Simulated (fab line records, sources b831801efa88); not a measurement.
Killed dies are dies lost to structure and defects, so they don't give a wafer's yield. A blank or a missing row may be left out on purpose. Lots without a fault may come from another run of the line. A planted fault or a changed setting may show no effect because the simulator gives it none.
fab line records | flow sky130
record lots=5 wafers=15 last_day=49
route steps=708 shown SALICIDE@361 LI_CONTACT@362 LOCAL_INTERCONNECT@387
lots that met no fault: from a run of the same line without faults
start_h: hours from the record's first day to the start of the lot's first wafer shown | wait_h: hours since the lot's step before | " the same as in the row above | L1.1+2: a row that stands for several wafers | - no value, or no start given | * or withheld: withheld | < > ~ a bound
route shown NAME@n: a module of which the file shows steps, and the number in the route of the first | usual: mean/standard deviation of fault-free wafers | same: alike in all rows | chamber/n: place in a boat | sites: the reading at each site | _std_site: their standard deviation | _edge_site: outer sites' mean less inner sites' | radius_mm: how far each site lies from the wafer's centre | mask NAME#n: copy n | behind: the tool/chamber that last shaped the wafer | hold: why the lot was held/for how many hours/how that ended | device: the transistor (n, p or np) that didn't switch | end of line: the same wafers' tests at the end of the route | a step without rows: its recipe alone | killed: dies lost to structure and defects at the first sort, not the wafer's yield | map: a wafer's dies, x killed, . not, _ none there
set.NAME: the setting as run; set.NAME@STEP: as run at that earlier step | model.NAME: the simulator's own value behind a step, which no gauge read
lots at some steps of the route; a table a step, a row a wafer
services: from which hour (start_h, from the record's first day; less than 0 if before it) a tool's chamber was out of use, for how many hours, and why
## steps
# step SKY_SALICIDE_CLEAN_00
# recipe chemistry=HF-last time_s=30 dilution=100:1 dry=ipa_marangoni
# columns lot.wafer tool chamber start_h wait_h
L078.2+3+4 wet_bench-01 3 676.14 0.1
L079.1+5+6 wet_bench-03 1 693.27 0.1
L086.2+4+6 wet_bench-04 2 741.69 0.1
L092.2+4+5 wet_bench-01 2 802.80 0.1
L095.4+5+6 wet_bench-03 3 815.54 0.0
# step SKY_LI_CONTACT_HDPCVD_00
# recipe material=PSG target_thk_nm=930 sigma_open_frac=0.3 time_s=155 temp_c=600 sih4_flow_sccm=60 pressure_mtorr=6
# columns lot.wafer tool chamber start_h wait_h
L078.2+3+4 hdpcvd-02 2,0,1 676.17 0.0
L079.1+5+6 hdpcvd-01 1,1,0 693.29 0.0
L086.2+4+6 hdpcvd-02 0,1,0 741.70 0.0
L092.2+4+5 hdpcvd-02 0,1,0 802.81 0.0
L095.4+5+6 hdpcvd-02 0,1,2 815.61 0.1
# step SKY_LI_CONTACT_THK_MEAS_01
# recipe reads=PSG_of_LI_CONTACT_HDPCVD_00
# usual LI_CONTACT_HDPCVD_THK=926/9.8
# columns lot.wafer tool chamber start_h wait_h LI_CONTACT_HDPCVD_THK[nm]
L078.2 film_metro-03 - 676.29 0.1 935
L078.3 " - " " 936
L078.4 " - " " 927
L079.1 film_metro-04 - 693.39 0.1 922
L079.5 " - " " 927
L079.6 " - " " 932
L086.2 film_metro-03 - 741.81 0.1 935
L086.4 " - " " 940
L086.6 " - " " 918
L092.2 film_metro-02 - 802.93 0.1 936
L092.4 " - " " 946
L092.5 " - " " 949
L095.4 film_metro-03 - 815.69 0.0 919
L095.5 " - " " 927
L095.6 " - " " 910
# step SKY_LI_CONTACT_CMP_02
# recipe material=PSG down_force_psi=4 platen_rpm=60 pad_velocity_m_s=0.94248
# usual motor_current_A=12.1/1 time_to_endpoint_s=32.2/2.5
# columns lot.wafer tool chamber start_h wait_h motor_current_A time_to_endpoint_s
L078.4 cmp-02 3 676.34 0.0 12.7 30.1
L078.3 " 0 " " 11.3 30.0
L078.2 " 2 " " 10.8 33.1
L079.1 cmp-02 0 693.50 0.1 11.3 28.9
L079.5 " 3 " " 13.6 31.6
L079.6 " 0 " " 11.0 30.6
L086.4 cmp-01 0 741.86 0.0 12.2 35.7
L086.2 " 3 " " 10.7 30.5
L086.6 " 1 " " 13.4 35.3
L092.2 cmp-02 3 802.98 0.0 13.1 29.6
L092.4 " 2 " " 10.8 35.1
L092.5 " 3 " " 12.9 32.4
L095.4 cmp-02 1 815.82 0.1 12.2 34.5
L095.5 " 3 " " 13.4 30.6
L095.6 " 0 " " 11.2 28.6
# step SKY_LI_CONTACT_BOW_MEAS_03
# recipe mode=bow
# usual LI_CONTACT_BOW=55/6.9
# columns lot.wafer tool chamber start_h wait_h LI_CONTACT_BOW[um]
L078.2 film_metro-03 - 676.66 0.1 50
L078.3 " - " " 62
L078.4 " - " " 68
L079.1 film_metro-03 - 693.75 0.2 59
L079.5 " - " " 54
L079.6 " - " " 42
L086.2 film_metro-03 - 742.18 0.1 57
L086.4 " - " " 54
L086.6 " - " " 54
L092.2 film_metro-04 - 803.30 0.3 61
L092.4 " - " " 43
L092.5 " - " " 48
L095.4 film_metro-02 - 816.08 0.2 39
L095.5 " - " " 59
L095.6 " - " " 44
# step SKY_LI_CONTACT_DEHYDRATE_04
# recipe temp_c=200 time_s=60
# usual heater_power_total_W=160.39/0.12
# columns lot.wafer tool chamber start_h wait_h heater_power_total_W
L078.2 litho_track-03 0 689.57 12.9 160.24
L078.3 " 0 " " 160.28
L078.4 " 0 " " 160.60
L079.1 litho_track-02 0 707.39 13.6 160.39
L079.5 " 0 " " 160.28
L079.6 " 0 " " 160.60
L086.2 litho_track-02 0 754.92 12.7 160.46
L086.4 " 0 " " 160.43
L086.6 " 0 " " 160.23
L092.2 litho_track-03 0 814.92 11.6 160.54
L092.4 " 0 " " 160.52
L092.5 " 0 " " 160.31
L095.4 litho_track-02 0 826.47 10.4 160.39
L095.5 " 0 " " 160.29
L095.6 " 0 " " 160.35
# step SKY_LI_CONTACT_HMDS_05
# recipe prime_time_s=60 prime_temp_c=120
# columns lot.wafer tool chamber start_h wait_h
L078.2+3+4 litho_track-03 0 689.72 0.1
L079.1+5+6 litho_track-02 0 707.54 0.1
L086.2+4+6 litho_track-02 0 755.07 0.1
L092.2+4+5 litho_track-03 0 815.07 0.1
L095.4+5+6 litho_track-02 0 826.62 0.1
# step SKY_LI_CONTACT_COAT_06
# recipe resist=BARC temp_c=withheld time_s=withheld spin_rpm=3000 resist_thk_nm=60
# columns lot.wafer tool chamber start_h wait_h
L078.2+3+4 litho_track-03 0 689.87 0.1
L079.1+5+6 litho_track-02 0 707.69 0.1
L086.2+4+6 litho_track-02 0 755.22 0.1
L092.2+4+5 litho_track-03 0 815.22 0.1
L095.4+5+6 litho_track-02 0 826.77 0.1
# step SKY_LI_CONTACT_COAT_07
# recipe resist=KrF-thick spin_rpm=3000 resist_thk_nm=450
# columns lot.wafer tool chamber start_h wait_h
L078.2+3+4 litho_track-03 0 - -
L079.1+5+6 litho_track-02 0 - -
L086.2+4+6 litho_track-02 0 - -
L092.2+4+5 litho_track-03 0 - -
L095.4+5+6 litho_track-02 0 - -
# step SKY_LI_CONTACT_SOFTBAKE_08
# recipe temp_c=100 time_s=90 resist=KrF-thick
# usual heater_power_total_W=57.36/0.11
# columns lot.wafer tool chamber start_h wait_h heater_power_total_W
L078.2 litho_track-03 0 - - 57.17
L078.3 " 0 " " 57.39
L078.4 " 0 " " 57.39
L079.1 litho_track-02 0 - - 57.19
L079.5 " 0 " " 57.53
L079.6 " 0 " " 57.30
L086.2 litho_track-02 0 - - 57.46
L086.4 " 0 " " 57.47
L086.6 " 0 " " 57.26
L092.2 litho_track-03 0 - - 57.31
L092.4 " 0 " " 57.44
L092.5 " 0 " " 57.48
L095.4 litho_track-02 0 - - 57.15
L095.5 " 0 " " 57.28
L095.6 " 0 " " 57.42
# step SKY_LI_CONTACT_EXPOSE_09
# recipe mask_id=LICM1 na=0.8 source_shape=annular sigma_inner=0.55 sigma_outer=0.85 target_cd_nm=170 dose_mj=38
# usual focus_offset_nm=0.0/0.51
# columns lot.wafer tool chamber start_h wait_h mask focus_offset_nm
L078.2 krf_scanner-01 0 - - LICM1#0 0.0
L078.3 " 0 " " LICM1#0 0.1
L078.4 " 0 " " LICM1#0 0.8
L079.1 krf_scanner-02 0 - - LICM1#0 0.6
L079.5 " 0 " " LICM1#0 0.5
L079.6 " 0 " " LICM1#0 0.8
L086.2 krf_scanner-01 0 - - LICM1#0 -1.0
L086.4 " 0 " " LICM1#0 -0.1
L086.6 " 0 " " LICM1#0 -0.6
L092.2 krf_scanner-02 0 - - LICM1#0 0.6
L092.4 " 0 " " LICM1#0 1.1
L092.5 " 0 " " LICM1#0 0.6
L095.4 krf_scanner-01 0 - - LICM1#0 -0.1
L095.5 " 0 " " LICM1#0 -0.7
L095.6 " 0 " " LICM1#0 0.4
# step SKY_LI_CONTACT_PEB_10
# recipe peb_temp_c=withheld peb_time_s=withheld resist=KrF-thick
# columns lot.wafer tool chamber start_h wait_h
L078.2+3+4 litho_track-03 0 - -
L079.1+5+6 litho_track-04 0 - -
L086.2+4+6 litho_track-03 0 - -
L092.2+4+5 litho_track-02 0 - -
L095.4+5+6 litho_track-02 0 - -
# step SKY_LI_CONTACT_DEVELOP_11
# recipe develop_time_s=60 resist=KrF-thick dev_temp_c=21
# columns lot.wafer tool chamber start_h wait_h
L078.2+3+4 litho_track-03 0 - -
L079.1+5+6 litho_track-04 0 - -
L086.2+4+6 litho_track-03 0 - -
L092.2+4+5 litho_track-02 0 - -
L095.4+5+6 litho_track-02 0 - -
# step SKY_LI_CONTACT_CD_MEAS_12
# recipe target_cd_nm=170
# usual cd_nm=169.9/1.4
# columns lot.wafer tool chamber start_h wait_h cd_nm
L078.2 cd_sem-02 - 704.41 - 170.3
L078.3 " - " " 170.8
L078.4 " - " " 169.9
L079.1 cd_sem-02 - 721.39 - 169.1
L079.5 " - " " 167.7
L079.6 " - " " 168.7
L086.2 cd_sem-01 - 769.13 - 169.7
L086.4 " - " " 168.3
L086.6 " - " " 169.3
L092.2 cd_sem-02 - 826.41 - 169.9
L092.4 " - " " 170.0
L092.5 " - " " 168.9
L095.4 cd_sem-01 - 838.90 - 169.0
L095.5 " - " " 167.1
L095.6 " - " " 167.8
# step SKY_LI_CONTACT_OVL_MEAS_13
# usual LI_CONTACT_OVL=0/6.2
# columns lot.wafer tool chamber start_h wait_h LI_CONTACT_OVL[nm]
L078.2 overlay-02 - 704.52 0.1 -7
L078.3 " - " " -4
L078.4 " - " " -8
L079.1 overlay-01 - 721.51 0.1 -4
L079.5 " - " " -1
L079.6 " - " " -7
L086.2 overlay-01 - 769.24 0.1 12
L086.4 " - " " 11
L086.6 " - " " 10
L092.2 overlay-01 - 826.52 0.1 2
L092.4 " - " " 4
L092.5 " - " " 2
L095.4 overlay-01 - 838.98 0.1 6
L095.5 " - " " 4
L095.6 " - " " 4
# step SKY_LI_CONTACT_ETCH_14
# recipe chemistry=N2/H2 target=BARC ion_energy_ev=200 source_w=500 bias_w=100 pressure_mtorr=30 n2_flow_sccm=100 h2_flow_sccm=200 stop_on=SiO2 time_s=45.9 target_depth_a=600
# usual drypump_motor_current_A=5.8/0.4 oes_product_au=0.855/0.0046 throttle_valve_pct=13.224/0.01
# columns lot.wafer tool chamber start_h wait_h drypump_motor_current_A oes_product_au rf_hours_counter_h throttle_valve_pct
L078.2 rie_diel-03 1 704.55 0.0 5.8 0.856 27 13.210
L078.3 " 0 " " 5.4 0.857 4 13.211
L078.4 " 2 " " 5.8 0.853 16 13.216
L079.1 rie_diel-01 3 721.54 0.0 6.6 0.857 6 13.245
L079.5 " 1 " " 5.3 0.860 - 13.215
L079.6 " 2 " " 6.2 0.858 - 13.213
L086.2 rie_diel-01 1 769.27 0.0 5.4 0.862 15 13.218
L086.4 " 0 " " 5.9 0.852 17 13.214
L086.6 " 2 " " 6.2 0.861 - 13.237
L092.2 rie_diel-02 0 826.55 0.0 6.1 0.851 9 13.235
L092.4 " 2 " " 5.9 0.853 5 13.220
L092.5 " 1 " " 4.9 0.858 - 13.217
L095.4 rie_diel-01 0 839.00 0.0 5.9 0.857 18 13.237
L095.5 " 3 " " 6.5 0.851 - 13.232
L095.6 " 0 " " 5.9 0.855 - 13.242
# step SKY_LI_CONTACT_ETCH_15
# recipe target=PSG chemistry=C4F8/O2/Ar stop_on=Si taper_deg=4.15 mask_material=KrF-thick source_w=1500 bias_w=1200 pressure_mtorr=40 c4f8_flow_sccm=withheld O2_flow_sccm=6 Ar_flow_sccm=300 time_s=withheld target_depth_a=6000
# usual oes_product_au=0.837/0.0049
# columns lot.wafer tool chamber start_h wait_h oes_product_au
L078.2 rie_diel-03 1 704.59 0.0 0.843
L078.3 " 0 " " 0.837
L078.4 " 2 " " 0.838
L079.1 rie_diel-01 3 721.58 0.0 0.830
L079.5 " 1 " " 0.834
L079.6 " 2 " " 0.842
L086.2 rie_diel-01 1 769.31 0.0 0.839
L086.4 " 0 " " 0.836
L086.6 " 2 " " 0.842
L092.2 rie_diel-02 0 826.59 0.0 0.842
L092.4 " 2 " " 0.830
L092.5 " 1 " " 0.835
L095.4 rie_diel-01 0 839.04 0.0 0.835
L095.5 " 3 " " 0.842
L095.6 " 0 " " 0.856
# step SKY_LI_CONTACT_STRIP_16
# recipe chemistry=O2/N2 power_w=1400 pressure_mtorr=1500 platen_temp_c=withheld o2_flow_sccm=3000 n2_flow_sccm=300 overash_fraction=0.5
# usual drypump_motor_current_A=5.62/0.26 oes_product_au=0.376/0.0049 strip_time_to_endpoint_s=3.50/0.031
# columns lot.wafer tool chamber start_h wait_h drypump_motor_current_A oes_product_au rf_hours_counter_h strip_time_to_endpoint_s
L078.2 plasma_asher-02 1 704.67 - 5.06 0.374 27 3.50
L078.3 " 1 " " 5.09 0.376 - 3.50
L078.4 " 0 " " 5.59 0.375 - 3.45
L079.1 plasma_asher-03 1 721.67 - 5.76 0.390 56 3.52
L079.5 " 0 " " 5.87 0.375 - 3.43
L079.6 " 1 " " 5.74 0.367 - 3.49
L086.2 plasma_asher-03 0 769.40 - 5.89 0.375 61 3.46
L086.4 " 0 " " 5.89 0.380 - 3.48
L086.6 " 0 " " 5.91 0.382 - 3.47
L092.2 plasma_asher-02 0 826.68 - 5.55 0.373 40 3.54
L092.4 " 0 " " 5.58 0.380 - 3.51
L092.5 " 0 " " 5.59 0.378 - 3.46
L095.4 plasma_asher-02 1 839.16 - 5.08 0.383 - 3.49
L095.5 " 1 " " 5.09 0.373 - 3.52
L095.6 " 0 " " 5.59 0.368 - 3.46
# step SKY_LI_CONTACT_CLEAN_17
# recipe chemistry=NMP time_s=600 temp_c=60 dry=n2_spin
# usual bath_guard_temp_C=60.2/0.49
# columns lot.wafer tool chamber start_h wait_h bath_guard_temp_C
L078.2 wet_bench-01 3 704.77 0.1 61.1
L078.3 " 3 " " 60.8
L078.4 " 3 " " 60.9
L079.1 wet_bench-03 0 721.77 0.1 59.9
L079.5 " 0 " " 60.3
L079.6 " 0 " " 59.5
L086.2 wet_bench-03 0 769.50 0.1 60.0
L086.4 " 0 " " 59.9
L086.6 " 0 " " 59.9
L092.2 wet_bench-03 3 826.78 0.1 60.0
L092.4 " 3 " " 60.0
L092.5 " 3 " " 60.0
L095.4 wet_bench-03 0 839.23 0.0 59.9
L095.5 " 0 " " 60.0
L095.6 " 0 " " 59.6
# step SKY_LI_CONTACT_PRE_CLEAN_18
# recipe gas=Ar time_s=5.6 bias_v=358
# columns lot.wafer tool chamber start_h wait_h
L078.2+3+4 pvd_sputter-01 - 704.95 0.0
L079.1+5+6 pvd_sputter-04 - 721.94 0.0
L086.2+4+6 pvd_sputter-01 - 769.67 0.0
L092.2+4+5 pvd_sputter-02 - 826.95 0.0
L095.4+5+6 pvd_sputter-02 - 839.40 0.0
# step SKY_LI_CONTACT_SPUTTER_19
# recipe material=Ti target_thk_nm=20 chamber_pressure_pa=5 power_w=2500 substrate_temp_c=200 time_s=106.37
# usual throttle_valve_pct=29.7/1
# columns lot.wafer tool chamber start_h wait_h throttle_valve_pct
L078.2 pvd_sputter-01 - 704.97 0.0 33.1
L078.3 " - " " 30.6
L078.4 " - " " 30.2
L079.1 pvd_sputter-04 - 721.96 0.0 29.8
L079.5 " - " " 28.7
L079.6 " - " " 30.0
L086.2 pvd_sputter-01 - 769.69 0.0 32.9
L086.4 " - " " 30.4
L086.6 " - " " 30.5
L092.2 pvd_sputter-02 - 826.97 0.0 29.5
L092.4 " - " " 29.5
L092.5 " - " " 29.8
L095.4 pvd_sputter-02 - 839.42 0.0 28.1
L095.5 " - " " 27.7
L095.6 " - " " 29.8
# step SKY_LI_CONTACT_SPUTTER_20
# recipe material=TiN target_thk_nm=20 chamber_pressure_pa=5 power_w=4000 time_s=80
# usual throttle_valve_pct=29.7/1.1
# columns lot.wafer tool chamber start_h wait_h throttle_valve_pct
L078.2 pvd_sputter-01 - 705.04 0.0 33.2
L078.3 " - " " 30.6
L078.4 " - " " 30.2
L079.1 pvd_sputter-04 - 722.04 0.0 30.0
L079.5 " - " " 28.8
L079.6 " - " " 29.9
L086.2 pvd_sputter-01 - 769.77 0.0 33.0
L086.4 " - " " 30.6
L086.6 " - " " 30.7
L092.2 pvd_sputter-02 - 827.05 0.0 29.6
L092.4 " - " " 29.7
L092.5 " - " " 29.8
L095.4 pvd_sputter-02 - 839.50 0.0 27.7
L095.5 " - " " 27.6
L095.6 " - " " 29.8
# step SKY_LI_CONTACT_CVD_21
# recipe material=W target_thk_nm=400 time_s=120.56 temp_c=400 pressure_torr=40
# usual heater_power_w=816/36
# columns lot.wafer tool chamber start_h wait_h heater_power_w
L078.2 cvd_w-01 1 705.11 0.0 858
L078.3 " 1 " " 845
L078.4 " 0 " " 759
L079.1 cvd_w-01 0 722.10 0.0 754
L079.5 " 0 " " 761
L079.6 " 1 " " 874
L086.2 cvd_w-02 1 769.83 0.0 813
L086.4 " 1 " " 787
L086.6 " 1 " " 802
L092.2 cvd_w-02 1 827.11 0.0 809
L092.4 " 1 " " 818
L092.5 " 1 " " 780
L095.4 cvd_w-02 1 839.60 0.1 816
L095.5 " 0 " " 826
L095.6 " 1 " " 787
# step SKY_LI_CONTACT_RS_MEAS_22
# recipe thk_meas_gauge=four-point-probe reads=W_of_LI_CONTACT_CVD_21+TiN_of_LI_CONTACT_SPUTTER_20+Ti_of_LI_CONTACT_SPUTTER_19
# usual LI_CONTACT_W_RS=0.2838/0.0024
# columns lot.wafer tool chamber start_h wait_h LI_CONTACT_W_RS[ohm/sq]
L078.2 film_metro-04 - 705.25 0.1 0.2831
L078.3 " - " " 0.2844
L078.4 " - " " 0.2840
L079.1 film_metro-03 - 722.24 0.1 0.2845
L079.5 " - " " 0.2848
L079.6 " - " " 0.2876
L086.2 film_metro-02 - 769.97 0.1 0.2859
L086.4 " - " " 0.2851
L086.6 " - " " 0.2849
L092.2 film_metro-03 - 827.25 0.1 0.2851
L092.4 " - " " 0.2847
L092.5 " - " " 0.2870
L095.4 film_metro-03 - 839.74 0.1 0.2879
L095.5 " - " " 0.2792
L095.6 " - " " 0.2815
# step SKY_LI_CONTACT_THK_MEAS_23
# recipe thk_meas_gauge=xrf reads=W_of_LI_CONTACT_CVD_21
# usual LI_CONTACT_W_THK=403/4.9
# columns lot.wafer tool chamber start_h wait_h LI_CONTACT_W_THK[nm]
L078.2 film_metro-04 - 705.36 0.1 407
L078.3 " - " " 405
L078.4 " - " " 405
L079.1 film_metro-03 - 722.36 0.1 406
L079.5 " - " " 405
L079.6 " - " " 401
L086.2 film_metro-02 - 770.08 0.1 394
L086.4 " - " " 397
L086.6 " - " " 398
L092.2 film_metro-03 - 827.36 0.1 400
L092.4 " - " " 404
L092.5 " - " " 398
L095.4 film_metro-03 - 839.83 0.1 400
L095.5 " - " " 411
L095.6 " - " " 405
# step SKY_LI_CONTACT_CMP_24
# recipe stop_on=PSG t_overpolish_s=20 down_force_psi=3.5 platen_rpm=60 target_thk_nm=0 pad_velocity_m_s=0.94248
# usual motor_current_A=11.3/1 overpolish_run_s=20.001/0.0093 time_to_endpoint_s=99/3.6
# columns lot.wafer tool chamber start_h wait_h motor_current_A overpolish_run_s time_to_endpoint_s
L078.3 cmp-02 2 705.50 0.1 10.2 19.998 102
L078.4 " 3 " " 12.0 19.987 96
L078.2 " 0 " " 10.0 20.004 96
L079.1 cmp-02 1 722.42 0.1 10.9 19.997 101
L079.6 " 1 " " 11.8 20.002 95
L079.5 " 2 " " 10.5 20.012 98
L086.4 cmp-01 2 770.18 0.1 13.0 20.011 98
L086.2 " 0 " " 10.8 20.011 101
L086.6 " 2 " " 12.9 19.985 98
L092.4 cmp-01 3 827.46 0.1 10.4 20.002 96
L092.2 " 1 " " 12.5 20.001 99
L092.5 " 3 " " 10.1 20.008 96
L095.4 cmp-01 1 840.09 0.3 12.1 20.004 100
L095.5 " 2 " " 13.0 20.000 97
L095.6 " 3 " " 9.7 20.001 96
# step SKY_LOCAL_INTERCONNECT_SPUTTER_00
# recipe material=TiN target_thk_nm=100 temp_c=300 power_w=6500 time_s=83.3 chamber_pressure_pa=0.4
# usual throttle_valve_pct=30.9/1.3
# columns lot.wafer tool chamber start_h wait_h throttle_valve_pct
L078.2 pvd_sputter-01 - 705.75 0.1 33.0
L078.3 " - " " 30.3
L078.4 " - " " 30.3
L079.1 pvd_sputter-01 - 722.72 0.2 30.3
L079.5 " - " " 32.8
L079.6 " - " " 30.5
L086.2 pvd_sputter-01 - 770.43 0.1 30.8
L086.4 " - " " 33.2
L086.6 " - " " 30.5
L092.2 pvd_sputter-04 - 827.71 0.1 29.6
L092.4 " - " " 30.3
L092.5 " - " " 30.2
L095.4 pvd_sputter-04 - 840.24 0.1 28.8
L095.5 " - " " 29.0
L095.6 " - " " 30.0
# step SKY_LOCAL_INTERCONNECT_RS_MEAS_01
# recipe thk_meas_gauge=four-point-probe reads=TiN_of_LOCAL_INTERCONNECT_SPUTTER_00
# usual LOCAL_INTERCONNECT_TIN_RS=14.11/0.18
# columns lot.wafer tool chamber start_h wait_h LOCAL_INTERCONNECT_TIN_RS[ohm/sq]
L078.2 film_metro-01 - 705.84 0.1 14.33
L078.3 " - " " 14.09
L078.4 " - " " 14.13
L079.1 film_metro-01 - 722.79 0.0 14.11
L079.5 " - " " 14.10
L079.6 " - " " 13.91
L086.2 film_metro-04 - 770.52 0.1 13.95
L086.4 " - " " 14.17
L086.6 " - " " 13.82
L092.2 film_metro-04 - 827.80 0.1 13.67
L092.4 " - " " 13.84
L092.5 " - " " 13.95
L095.4 film_metro-01 - 840.37 0.1 14.14
L095.5 " - " " 14.22
L095.6 " - " " 14.29
# step SKY_LOCAL_INTERCONNECT_THK_MEAS_02
# recipe thk_meas_gauge=xrf reads=TiN_of_LOCAL_INTERCONNECT_SPUTTER_00
# usual LOCAL_INTERCONNECT_TIN_THK=101.3/1.2
# columns lot.wafer tool chamber start_h wait_h LOCAL_INTERCONNECT_TIN_THK[nm]
L078.2 film_metro-01 - 705.95 0.1 99.6
L078.3 " - " " 101.1
L078.4 " - " " 101.4
L079.1 film_metro-01 - 722.91 0.1 101.3
L079.5 " - " " 101.6
L079.6 " - " " 102.9
L086.2 film_metro-04 - 770.63 0.1 102.7
L086.4 " - " " 101.0
L086.6 " - " " 103.0
L092.2 film_metro-04 - 827.91 0.1 104.6
L092.4 " - " " 103.5
L092.5 " - " " 102.3
L095.4 film_metro-01 - 840.46 0.1 100.9
L095.5 " - " " 100.8
L095.6 " - " " 99.9
# step SKY_LOCAL_INTERCONNECT_DEHYDRATE_03
# recipe temp_c=200 time_s=60
# usual heater_power_total_W=160.39/0.12
# columns lot.wafer tool chamber start_h wait_h heater_power_total_W
L078.2 litho_track-02 0 718.72 12.8 160.53
L078.3 " 0 " " 160.35
L078.4 " 0 " " 160.47
L079.1 litho_track-02 0 736.39 13.5 160.38
L079.5 " 0 " " 160.39
L079.6 " 0 " " 160.22
L086.2 litho_track-01 0 782.71 12.1 160.44
L086.4 " 0 " " 160.44
L086.6 " 0 " " 160.26
L092.2 litho_track-02 0 838.87 11.0 160.47
L092.4 " 0 " " 160.22
L092.5 " 0 " " 160.46
L095.4 litho_track-02 0 853.22 12.8 160.20
L095.5 " 0 " " 160.41
L095.6 " 0 " " 160.54
# step SKY_LOCAL_INTERCONNECT_HMDS_04
# recipe prime_time_s=60 prime_temp_c=120
# columns lot.wafer tool chamber start_h wait_h
L078.2+3+4 litho_track-02 0 718.87 0.1
L079.1+5+6 litho_track-02 0 736.54 0.1
L086.2+4+6 litho_track-01 0 782.86 0.1
L092.2+4+5 litho_track-02 0 839.02 0.1
L095.4+5+6 litho_track-02 0 853.37 0.1
# step SKY_LOCAL_INTERCONNECT_COAT_05
# recipe resist=BARC temp_c=withheld time_s=withheld spin_rpm=3000 resist_thk_nm=60
# columns lot.wafer tool chamber start_h wait_h
L078.2+3+4 litho_track-02 0 719.02 0.1
L079.1+5+6 litho_track-02 0 736.69 0.1
L086.2+4+6 litho_track-01 0 783.01 0.1
L092.2+4+5 litho_track-02 0 839.17 0.1
L095.4+5+6 litho_track-02 0 853.52 0.1
# step SKY_LOCAL_INTERCONNECT_COAT_06
# recipe resist=KrF-thick spin_rpm=3000 resist_thk_nm=450
# columns lot.wafer tool chamber start_h wait_h
L078.2+3+4 litho_track-02 0 - -
L079.1+5+6 litho_track-02 0 - -
L086.2+4+6 litho_track-01 0 - -
L092.2+4+5 litho_track-02 0 - -
L095.4+5+6 litho_track-02 0 - -
# step SKY_LOCAL_INTERCONNECT_SOFTBAKE_07
# recipe temp_c=100 time_s=90 resist=KrF-thick
# usual heater_power_total_W=57.36/0.12
# columns lot.wafer tool chamber start_h wait_h heater_power_total_W
L078.2 litho_track-02 0 - - 57.25
L078.3 " 0 " " 57.25
L078.4 " 0 " " 57.48
L079.1 litho_track-02 0 - - 57.21
L079.5 " 0 " " 57.42
L079.6 " 0 " " 57.33
L086.2 litho_track-01 0 - - 57.39
L086.4 " 0 " " 57.31
L086.6 " 0 " " 57.24
L092.2 litho_track-02 0 - - 57.46
L092.4 " 0 " " 57.48
L092.5 " 0 " " 57.46
L095.4 litho_track-02 0 - - 57.22
L095.5 " 0 " " 57.52
L095.6 " 0 " " 57.17
# step SKY_LOCAL_INTERCONNECT_EXPOSE_08
# recipe mask_id=LI1M na=0.8 source_shape=annular sigma_inner=0.55 sigma_outer=0.85 target_cd_nm=170 dose_mj=28
# usual focus_offset_nm=0.0/0.52
# columns lot.wafer tool chamber start_h wait_h mask focus_offset_nm
L078.2 krf_scanner-02 0 - - LI1M#0 0.7
L078.3 " 0 " " LI1M#0 0.1
L078.4 " 0 " " LI1M#0 0.4
L079.1 krf_scanner-01 0 - - LI1M#0 -0.1
L079.5 " 0 " " LI1M#0 0.6
L079.6 " 0 " " LI1M#0 0.3
L086.2 krf_scanner-02 0 - - LI1M#0 0.4
L086.4 " 0 " " LI1M#0 1.1
L086.6 " 0 " " LI1M#0 0.6
L092.2 krf_scanner-01 0 - - LI1M#0 0.0
L092.4 " 0 " " LI1M#0 0.0
L092.5 " 0 " " LI1M#0 0.0
L095.4 krf_scanner-02 0 - - LI1M#0 -0.7
L095.5 " 0 " " LI1M#0 -0.1
L095.6 " 0 " " LI1M#0 -0.6
# step SKY_LOCAL_INTERCONNECT_PEB_09
# recipe peb_temp_c=withheld peb_time_s=withheld resist=KrF-thick
# columns lot.wafer tool chamber start_h wait_h
L078.2+3+4 litho_track-03 0 - -
L079.1+5+6 litho_track-01 0 - -
L086.2+4+6 litho_track-02 0 - -
L092.2+4+5 litho_track-01 0 - -
L095.4+5+6 litho_track-03 0 - -
# step SKY_LOCAL_INTERCONNECT_DEVELOP_10
# recipe develop_time_s=60 resist=KrF-thick dev_temp_c=21
# columns lot.wafer tool chamber start_h wait_h
L078.2+3+4 litho_track-03 0 - -
L079.1+5+6 litho_track-01 0 - -
L086.2+4+6 litho_track-02 0 - -
L092.2+4+5 litho_track-01 0 - -
L095.4+5+6 litho_track-03 0 - -
# step SKY_LOCAL_INTERCONNECT_CD_MEAS_11
# recipe target_cd_nm=170
# usual cd_nm=170.6/1.6
# columns lot.wafer tool chamber start_h wait_h cd_nm
L078.2 cd_sem-01 - 733.81 - 170.3
L078.3 " - " " 171.2
L078.4 " - " " 169.8
L079.1 cd_sem-01 - 750.79 - 169.3
L079.5 " - " " 168.5
L079.6 " - " " 170.7
L086.2 cd_sem-01 - 795.76 - 169.4
L086.4 " - " " 168.5
L086.6 " - " " 169.7
L092.2 cd_sem-02 - 852.56 - 171.3
L092.4 " - " " 172.0
L092.5 " - " " 173.2
L095.4 cd_sem-02 - 866.75 - 172.7
L095.5 " - " " 172.0
L095.6 " - " " 172.1
# step SKY_LOCAL_INTERCONNECT_OVL_MEAS_12
# usual LOCAL_INTERCONNECT_OVL=0/5.4
# columns lot.wafer tool chamber start_h wait_h LOCAL_INTERCONNECT_OVL[nm]
L078.2 overlay-02 - 733.92 0.1 6
L078.3 " - " " 1
L078.4 " - " " 5
L079.1 overlay-02 - 750.91 0.1 4
L079.5 " - " " 1
L079.6 " - " " 0
L086.2 overlay-01 - 795.87 0.1 -3
L086.4 " - " " 2
L086.6 " - " " 0
L092.2 overlay-01 - 852.66 0.1 7
L092.4 " - " " 5
L092.5 " - " " -2
L095.4 overlay-01 - 866.83 0.1 0
L095.5 " - " " -2
L095.6 " - " " -5
## services
# columns tool chamber start_h hours kind
krf_scanner-02 - 653.93 1.3 pm
krf_scanner-01 - 655.23 1.3 pm
krf_scanner-01 - 656.53 1.0 pm
cmp-02 - 661.41 2.5 repair
cmp-02 - 681.15 1.8 repair
krf_scanner-01 - 684.68 0.8 pm
cmp-02 - 687.41 3.3 repair
krf_scanner-01 - 692.59 1.2 repair
pvd_sputter-02 - 693.45 3.3 repair
krf_scanner-02 - 694.82 1.0 pm
cmp-02 - 698.35 1.1 repair
pvd_sputter-04 - 703.81 2.1 repair
krf_scanner-02 - 704.67 0.8 pm
krf_scanner-02 - 731.15 6.2 repair
pvd_sputter-02 - 746.48 1.5 repair
pvd_sputter-01 - 748.54 4.8 repair
krf_scanner-01 - 750.08 0.3 repair
pvd_sputter-01 - 752.33 1.5 repair
cmp-02 - 789.24 4.1 repair
pvd_sputter-04 - 817.15 10.1 repair
cmp-02 - 817.69 2.8 repair
krf_scanner-01 - 825.42 1.0 pm
cmp-02 - 826.24 1.8 repair
krf_scanner-02 - 829.83 1.3 pm
## key
fault none
